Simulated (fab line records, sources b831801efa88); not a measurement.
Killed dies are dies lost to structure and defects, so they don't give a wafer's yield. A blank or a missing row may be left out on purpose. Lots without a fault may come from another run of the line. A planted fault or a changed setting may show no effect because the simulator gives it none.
Split-lot experiment | flow sky130 | 5 lots, 23 wafers read, on a route of 708 steps

THE SPLIT
At SKY_METAL3_DEVELOP_12 (develop time 60 s), the setting develop_time_s was moved away from the recipe's 60 s on 7 of the 23 wafers read, by -11.8% to +12.8%. The other wafers ran this setting at the recipe's value.

The file shows no step between the split and the reading.

THE READING
METAL3.cd_nm (the simulator's own value, which no gauge read), in nm, at SKY_METAL3_DESCUM_15 (chemistry O2, time 8 s). The file gives no usual value for it. The 16 wafers here that ran the recipe average 298.9 nm, standard deviation 1.7 nm.

wafer  | tool, chamber at the split | develop_time_s as run, s | against the recipe | METAL3.cd_nm, nm | against lot-mates on the recipe
L074.2 | litho_track-04, 0          | 60                       | recipe             | 297.6            | -
L074.3 | litho_track-04, 0          | 60                       | recipe             | 299.1            | -
L074.4 | litho_track-04, 0          | 60                       | recipe             | 299.9            | -
L075.1 | litho_track-04, 0          | 67.68                    | +12.8%             | 296.5            | -3.5
L075.2 | litho_track-04, 0          | 60                       | recipe             | 300.3            | -
L075.3 | litho_track-04, 0          | 60                       | recipe             | 298.5            | -
L075.5 | litho_track-04, 0          | 60                       | recipe             | 301.3            | -
L075.6 | litho_track-04, 0          | 67.68                    | +12.8%             | 296.7            | -3.3
L080.1 | litho_track-02, 0          | 66.67                    | +11.1%             | 297.3            | -1.3
L080.2 | litho_track-02, 0          | 66.67                    | +11.1%             | 295.8            | -2.8
L080.3 | litho_track-02, 0          | 60                       | recipe             | 298.8            | -
L080.4 | litho_track-02, 0          | 66.67                    | +11.1%             | 295.5            | -3.1
L080.5 | litho_track-02, 0          | 60                       | recipe             | 298.5            | -
L083.1 | litho_track-02, 0          | 60                       | recipe             | 300.3            | -
L083.2 | litho_track-02, 0          | 60                       | recipe             | 299.4            | -
L083.3 | litho_track-02, 0          | 60                       | recipe             | 300.9            | -
L083.5 | litho_track-02, 0          | 60                       | recipe             | 299.8            | -
L083.6 | litho_track-02, 0          | 60                       | recipe             | 300              | -
L085.1 | litho_track-01, 0          | 60                       | recipe             | 296              | -
L085.2 | litho_track-01, 0          | 52.91                    | -11.8%             | 300.5            | +4.7
L085.3 | litho_track-01, 0          | 60                       | recipe             | 296.2            | -
L085.4 | litho_track-01, 0          | 52.91                    | -11.8%             | 298.5            | +2.7
L085.6 | litho_track-01, 0          | 60                       | recipe             | 295.3            | -

THE FIT
A straight line over all 23 wafers: METAL3.cd_nm changes by -0.157 nm for each +1% of develop_time_s; r = -0.54; the points scatter about the line by 1.6 nm.
The same after taking each lot's own level away (the mean of its wafers on the recipe; 23 wafers): -0.266 nm for each +1%; r = -0.91; scatter 0.8 nm.
On that fit, the largest move of develop_time_s shifts the reading by 3.4 nm.
The lots' own levels span 295.83 to 300.08 nm, that is 2.5 times the standard deviation above.
So the lot-to-lot level blurs the effect unless lot-mates are compared.
Check: with one of the wafers moved furthest among these (+12.8%) left out of the fit, the line predicts -3.24 nm for it against its lot-mates. It came out at -3.53 nm against them.

OTHER SPLITS ON THESE WAFERS
These wafers also went through other splits before the reading. Each is held against what the fit with the lots' levels taken away leaves over:
other split on the same wafers          | wafers away from the commonest value | r with METAL3.cd_nm (lot level and that fit taken away)
SKY_VIA2_ETCH_14 time_s                 | 7                                    | +0.19
SKY_VIA2_SPUTTER_20 chamber_pressure_pa | 10                                   | -0.02
SKY_METAL3_SPUTTER_01 time_s            | 5                                    | -0.35
SKY_CAPM_EXPOSE_09 dose_mj              | 7                                    | -0.32
SKY_CAPM_METAL_ETCH_13 icp_w            | 9                                    | -0.30

THE FILE'S OWN FIT
METAL3.cd_nm changes by -0.267 nm for each +1% of develop_time_s, r = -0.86.
